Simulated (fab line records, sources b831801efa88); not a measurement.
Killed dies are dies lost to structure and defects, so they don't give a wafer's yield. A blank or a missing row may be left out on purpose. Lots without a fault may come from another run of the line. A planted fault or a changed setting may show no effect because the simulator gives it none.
Which tool did it? | flow sky130 | 24 lots, 72 wafers sampled, at 6 steps of a route of 708

WHAT THE GAUGES READ, wafer by wafer
SKY_CONTACT_OVL_MEAS_15.
lot  | measured     | on         | CONTACT_OVL (nm)
L074 | day 31 12:26 | overlay-01 | 8 7 6
L075 | day 32 04:14 | overlay-02 | 6 1 2
L076 | day 32 10:59 | overlay-01 | 1 5 7
L077 | day 32 20:52 | overlay-01 | 3 -2 7
L078 | day 33 11:47 | overlay-01 | 7 4 7
L079 | day 33 19:50 | overlay-02 | 4 7 5
L080 | day 34 04:29 | overlay-01 | 2 0 6
L081 | day 34 05:47 | overlay-01 | 9 1 10
L082 | day 34 14:20 | overlay-01 | 0 4 -4
L083 | day 34 20:29 | overlay-02 | 10 10 12
L084 | day 35 10:02 | overlay-01 | -3 -8 -8
L085 | day 35 13:05 | overlay-01 | -4 -5 -12
L086 | day 35 21:07 | overlay-02 | 6 -2 1
L087 | day 36 02:10 | overlay-02 | 1 6 -5
L088 | day 36 08:44 | overlay-02 | 9 6 7
L089 | day 36 15:02 | overlay-01 | 5 2 6
L090 | day 36 18:43 | overlay-01 | 4 -3 1
L091 | day 37 02:26 | overlay-02 | 6 5 7
L092 | day 37 14:50 | overlay-01 | 8 3 10
L093 | day 37 19:08 | overlay-02 | 0 0 2
L094 | day 38 01:47 | overlay-02 | 2 3 -3
L095 | day 38 11:44 | overlay-01 | -2 3 2
L096 | day 38 14:11 | overlay-01 | -3 -8 -14
L097 | day 38 20:36 | overlay-02 | -4 -1 -11

SKY_VIA4_THK_MEAS_01.
lot  | measured     | on            | VIA4_HDPCVD_THK (nm)
L074 | day 41 20:44 | film_metro-02 | 1769 1783 1734
L075 | day 42 09:37 | film_metro-01 | 1761 1743 1758
L076 | day 42 14:37 | film_metro-01 | 1729 1742 1745
L077 | day 43 01:32 | film_metro-04 | 1748 1799 1752
L078 | day 43 15:37 | film_metro-02 | 1753 1748 1768
L079 | day 43 23:08 | film_metro-04 | 1745 1755 1734
L080 | day 44 03:49 | film_metro-01 | 1754 1767 1758
L081 | day 44 03:07 | film_metro-02 | 1767 1742 1772
L082 | day 44 12:43 | film_metro-01 | 1731 1740 1721
L083 | day 44 15:55 | film_metro-01 | 1761 1739 1768
L084 | day 45 06:38 | film_metro-02 | 1773 1765 1775
L085 | day 45 07:47 | film_metro-01 | 1729 1747 1729
L086 | day 45 15:44 | film_metro-02 | 1770 1757 1756
L087 | day 45 19:21 | film_metro-02 | 1743 1745 1745
L088 | day 45 23:29 | film_metro-02 | 1765 1735 1751
L089 | day 46 06:30 | film_metro-02 | 1757 1747 1764
L090 | day 46 07:04 | film_metro-02 | 1756 1733 1747
L091 | day 46 13:38 | film_metro-04 | 1733 1750 1739
L092 | day 46 22:34 | film_metro-04 | 1751 1745 1767
L093 | day 47 01:51 | film_metro-01 | 1770 1778 1783
L094 | day 47 07:16 | film_metro-04 | 1777 1751 1749
L095 | day 47 13:33 | film_metro-02 | 1733 1771 1756
L096 | day 47 16:20 | film_metro-02 | 1754 1759 1745
L097 | day 47 21:32 | film_metro-04 | 1754 1760 1777

SKY_PASSIVATION_THK_MEAS_03.
lot  | measured     | on            | PASSIVATION_CVD_02_THK (nm)
L074 | day 43 23:40 | film_metro-01 | 538 540 536
L075 | day 44 11:32 | film_metro-04 | 537 556 545
L076 | day 44 15:57 | film_metro-03 | 521 537 533
L077 | day 45 01:47 | film_metro-01 | 536 549 553
L078 | day 45 14:38 | film_metro-01 | 534 535 542
L079 | day 45 22:10 | film_metro-04 | 542 536 551
L080 | day 46 02:55 | film_metro-04 | 533 541 544
L081 | day 46 01:47 | film_metro-01 | 538 537 552
L082 | day 46 10:32 | film_metro-03 | 531 538 536
L083 | day 46 14:01 | film_metro-01 | 551 544 548
L084 | day 47 03:52 | film_metro-03 | 531 529 536
L085 | day 47 04:10 | film_metro-03 | 544 542 550
L086 | day 47 13:31 | film_metro-01 | 530 550 539
L087 | day 47 16:30 | film_metro-01 | 542 527 540
L088 | day 47 18:56 | film_metro-01 | 539 541 538
L089 | day 48 01:24 | film_metro-04 | 555 560 552
L090 | day 48 02:44 | film_metro-03 | 526 533 529
L091 | day 48 10:02 | film_metro-01 | 532 536 550
L092 | day 48 16:54 | film_metro-03 | 532 541 536
L093 | day 48 19:13 | film_metro-04 | 531 540 544
L094 | day 49 00:07 | film_metro-04 | 532 541 539
L095 | day 49 06:47 | film_metro-03 | 525 528 539
L096 | day 49 09:49 | film_metro-04 | 546 541 536
L097 | day 49 12:52 | film_metro-01 | 536 541 549

WHICH TOOL RAN EACH LOT (tool, then ch and the chambers of the sampled wafers, then the start)
lot  | SKY_VIA1_SPUTTER_20          | SKY_METAL3_ETCH_16                | SKY_VIA4_SPUTTER_17
L074 | pvd_sputter-03, day 33 22:26 | rie_metal-01 ch 0,1, day 38 12:08 | pvd_sputter-01, day 42 21:10
L075 | pvd_sputter-03, day 34 13:57 | rie_metal-01 ch 0,1, day 39 02:37 | pvd_sputter-04, day 43 10:26
L076 | pvd_sputter-03, day 34 20:06 | rie_metal-04 ch 0,1, day 39 07:48 | pvd_sputter-03, day 43 15:20
L077 | pvd_sputter-04, day 35 06:17 | rie_metal-04 ch 0,1, day 39 18:50 | pvd_sputter-01, day 44 02:11
L078 | pvd_sputter-03, day 35 21:01 | rie_metal-02 ch 1, day 40 08:37   | pvd_sputter-03, day 44 14:58
L079 | pvd_sputter-03, day 36 05:41 | rie_metal-01 ch 0, day 40 17:26   | pvd_sputter-03, day 44 22:31
L080 | pvd_sputter-04, day 36 13:11 | rie_metal-04 ch 0,1, day 40 23:22 | pvd_sputter-03, day 45 03:06
L081 | pvd_sputter-01, day 36 13:20 | rie_metal-01 ch 0,1, day 40 22:00 | pvd_sputter-03, day 45 02:04
L082 | pvd_sputter-03, day 36 23:22 | rie_metal-01 ch 0,1, day 41 08:55 | pvd_sputter-03, day 45 11:31
L083 | pvd_sputter-04, day 37 04:22 | rie_metal-01 ch 0,1, day 41 12:08 | pvd_sputter-03, day 45 15:04
L084 | pvd_sputter-03, day 37 19:44 | rie_metal-04 ch 0,1, day 42 03:34 | pvd_sputter-01, day 46 04:28
L085 | pvd_sputter-04, day 37 21:23 | rie_metal-04 ch 0, day 42 05:28   | pvd_sputter-04, day 46 05:22
L086 | pvd_sputter-01, day 38 05:14 | rie_metal-04 ch 0,1, day 42 13:09 | pvd_sputter-04, day 46 13:37
L087 | pvd_sputter-03, day 38 10:43 | rie_metal-04 ch 0,1, day 42 17:47 | pvd_sputter-03, day 46 16:20
L088 | pvd_sputter-01, day 38 16:39 | rie_metal-01 ch 0,1, day 42 23:35 | pvd_sputter-04, day 46 18:53
L089 | pvd_sputter-01, day 38 22:44 | rie_metal-02 ch 0,1, day 43 05:37 | pvd_sputter-04, day 47 03:25
L090 | pvd_sputter-03, day 39 01:53 | rie_metal-04 ch 1, day 43 07:40   | pvd_sputter-01, day 47 04:55
L091 | pvd_sputter-04, day 39 09:01 | rie_metal-04 ch 1, day 43 15:28   | pvd_sputter-01, day 47 12:44
L092 | pvd_sputter-01, day 39 21:33 | rie_metal-01 ch 0,1, day 44 02:29 | pvd_sputter-03, day 47 19:46
L093 | pvd_sputter-04, day 40 00:37 | rie_metal-01 ch 0,1, day 44 06:46 | pvd_sputter-01, day 47 22:14
L094 | pvd_sputter-03, day 40 08:24 | rie_metal-01 ch 0, day 44 12:53   | pvd_sputter-03, day 48 03:34
L095 | pvd_sputter-01, day 40 17:26 | rie_metal-02 ch 0,1, day 44 20:54 | pvd_sputter-03, day 48 09:28
L096 | pvd_sputter-03, day 40 19:55 | rie_metal-02 ch 0,1, day 44 23:02 | pvd_sputter-01, day 48 13:16
L097 | pvd_sputter-01, day 41 01:52 | rie_metal-04 ch 0,1, day 45 03:59 | pvd_sputter-03, day 48 17:03
- SKY_VIA1_SPUTTER_20: material TiN, target thk 20 nm, time 80 s.
- SKY_METAL3_ETCH_16: etches BARC in N2/H2, stops on SiO2, time 88.2 s, target depth 60 nm.
- SKY_VIA4_SPUTTER_17: material TiN, target thk 20 nm, time 80 s.

WHAT THE TOOLS THEMSELVES READ (means of the sampled wafers that have a number; where no wafer has one, the mark that the record gives instead)
SKY_VIA1_SPUTTER_20.
lot  | tool           | chamber_pressure_pa (Pa) | throttle_valve_pct (%)
L074 | pvd_sputter-03 | 5.008                    | 29.8
L075 | pvd_sputter-03 | 5.004                    | 30.0
L076 | pvd_sputter-03 | 4.981                    | 28.7
L077 | pvd_sputter-04 | 5.004                    | 30.4
L078 | pvd_sputter-03 | 4.999                    | 29.8
L079 | pvd_sputter-03 | 4.999                    | 28.9
L080 | pvd_sputter-04 | 5.004                    | 31.1
L081 | pvd_sputter-01 | 5.003                    | 28.7
L082 | pvd_sputter-03 | 4.996                    | 28.8
L083 | pvd_sputter-04 | 5.006                    | 30.5
L084 | pvd_sputter-03 | 4.995                    | 28.9
L085 | pvd_sputter-04 | 5.001                    | 29.8
L086 | pvd_sputter-01 | 5.003                    | 29.6
L087 | pvd_sputter-03 | 5.003                    | 29.9
L088 | pvd_sputter-01 | 5.003                    | 30.3
L089 | pvd_sputter-01 | 4.996                    | 30.2
L090 | pvd_sputter-03 | 5.003                    | 28.9
L091 | pvd_sputter-04 | 4.993                    | 29.8
L092 | pvd_sputter-01 | 5.009                    | 29.6
L093 | pvd_sputter-04 | 5.001                    | 30.3
L094 | pvd_sputter-03 | 5.000                    | 29.9
L095 | pvd_sputter-01 | 5.005                    | 29.8
L096 | pvd_sputter-03 | 5.009                    | 29.8
L097 | pvd_sputter-01 | 5.001                    | 29.8

SKY_METAL3_ETCH_16.
lot  | tool         | drypump_motor_current_A (A) | h2_flow_sccm (sccm) | n2_flow_sccm (sccm) | oes_product_au (a.u.) | throttle_valve_pct (%)
L074 | rie_metal-01 | 5.1                         | 200.3               | 100.3               | 0.624                 | 13.201
L075 | rie_metal-01 | 5.1                         | 199.7               | 99.7                | 0.627                 | 13.209
L076 | rie_metal-04 | 6.4                         | 200.0               | 100.0               | 0.626                 | 13.203
L077 | rie_metal-04 | 5.9                         | 199.8               | 100.1               | 0.626                 | 13.204
L078 | rie_metal-02 | 6.4                         | 200.1               | 99.4                | 0.626                 | 13.208
L079 | rie_metal-01 | 5.2                         | 199.5               | 100.2               | 0.624                 | 13.203
L080 | rie_metal-04 | 6.4                         | 200.7               | 100.4               | 0.628                 | 13.213
L081 | rie_metal-01 | 5.1                         | 200.1               | 100.0               | 0.623                 | 13.205
L082 | rie_metal-01 | 5.0                         | 199.7               | 100.1               | 0.625                 | 13.206
L083 | rie_metal-01 | 5.0                         | 199.7               | 100.1               | 0.623                 | 13.213
L084 | rie_metal-04 | 5.9                         | 200.0               | 99.9                | 0.626                 | 13.197
L085 | rie_metal-04 | 5.5                         | 199.9               | 99.8                | 0.626                 | 13.206
L086 | rie_metal-04 | 6.4                         | 200.0               | 99.7                | 0.624                 | 13.205
L087 | rie_metal-04 | 5.9                         | 199.6               | 100.1               | 0.629                 | 13.205
L088 | rie_metal-01 | 5.0                         | 199.7               | 99.9                | 0.624                 | 13.201
L089 | rie_metal-02 | 6.1                         | 200.3               | 100.3               | 0.624                 | 13.198
L090 | rie_metal-04 | 6.8                         | 200.8               | 99.9                | 0.624                 | 13.207
L091 | rie_metal-04 | 6.8                         | 200.2               | 100.2               | 0.628                 | 13.202
L092 | rie_metal-01 | 5.2                         | 200.8               | 100.5               | 0.627                 | 13.201
L093 | rie_metal-01 | 5.2                         | 200.3               | 99.8                | 0.625                 | 13.205
L094 | rie_metal-01 | 5.3                         | 199.6               | 99.8                | 0.628                 | 13.207
L095 | rie_metal-02 | 6.2                         | 200.1               | 99.8                | 0.626                 | 13.206
L096 | rie_metal-02 | 6.1                         | 200.4               | 100.1               | 0.629                 | 13.206
L097 | rie_metal-04 | 6.4                         | 199.8               | 99.6                | 0.627                 | 13.212

SKY_VIA4_SPUTTER_17.
lot  | tool           | chamber_pressure_pa (Pa) | throttle_valve_pct (%)
L074 | pvd_sputter-01 | 4.994                    | 29.4
L075 | pvd_sputter-04 | 5.002                    | 31.0
L076 | pvd_sputter-03 | 4.988                    | 29.9
L077 | pvd_sputter-01 | 5.001                    | 28.7
L078 | pvd_sputter-03 | 4.991                    | 31.1
L079 | pvd_sputter-03 | 5.002                    | 28.8
L080 | pvd_sputter-03 | 4.997                    | 28.8
L081 | pvd_sputter-03 | 5.005                    | 30.9
L082 | pvd_sputter-03 | 4.994                    | 29.9
L083 | pvd_sputter-03 | 5.003                    | 29.8
L084 | pvd_sputter-01 | 4.990                    | 29.7
L085 | pvd_sputter-04 | 5.002                    | 29.5
L086 | pvd_sputter-04 | 5.006                    | 30.6
L087 | pvd_sputter-03 | 4.993                    | 29.7
L088 | pvd_sputter-04 | 5.001                    | 29.8
L089 | pvd_sputter-04 | 4.999                    | 30.3
L090 | pvd_sputter-01 | 4.997                    | 29.7
L091 | pvd_sputter-01 | 5.008                    | 29.7
L092 | pvd_sputter-03 | 4.993                    | 28.9
L093 | pvd_sputter-01 | 4.999                    | 28.9
L094 | pvd_sputter-03 | 5.006                    | 28.7
L095 | pvd_sputter-03 | 5.002                    | 30.8
L096 | pvd_sputter-01 | 5.003                    | 29.2
L097 | pvd_sputter-03 | 4.993                    | 29.9

THE ANSWER, worked out from the rows above alone
Rule: what is usual is taken from the lots themselves. Put in order of their means at a reading, lots are off if they are a third of the lots or fewer, leave a main group of 4 or more, and stand apart from it by a gap of 3 or more times the standard deviation of the main group's means; of several such gaps the widest counts. A main group whose means are all the same, to the digits that the tables above print for the reading, isn't used. A lot without any number at a reading at which 4 lots or more have one is off too. The other lots that the step has rows for count as sound. The gauges are gone through in route order, then the tools' own readings, and for those a lot's mean is taken as printed above. The first step at which some lot is off is used, and at that step the reading that is off furthest; a lot without a number counts as furthest.
No lot is off at any reading shown: from this, nothing can be told.

WHAT THE SIMULATOR HAD PUT IN
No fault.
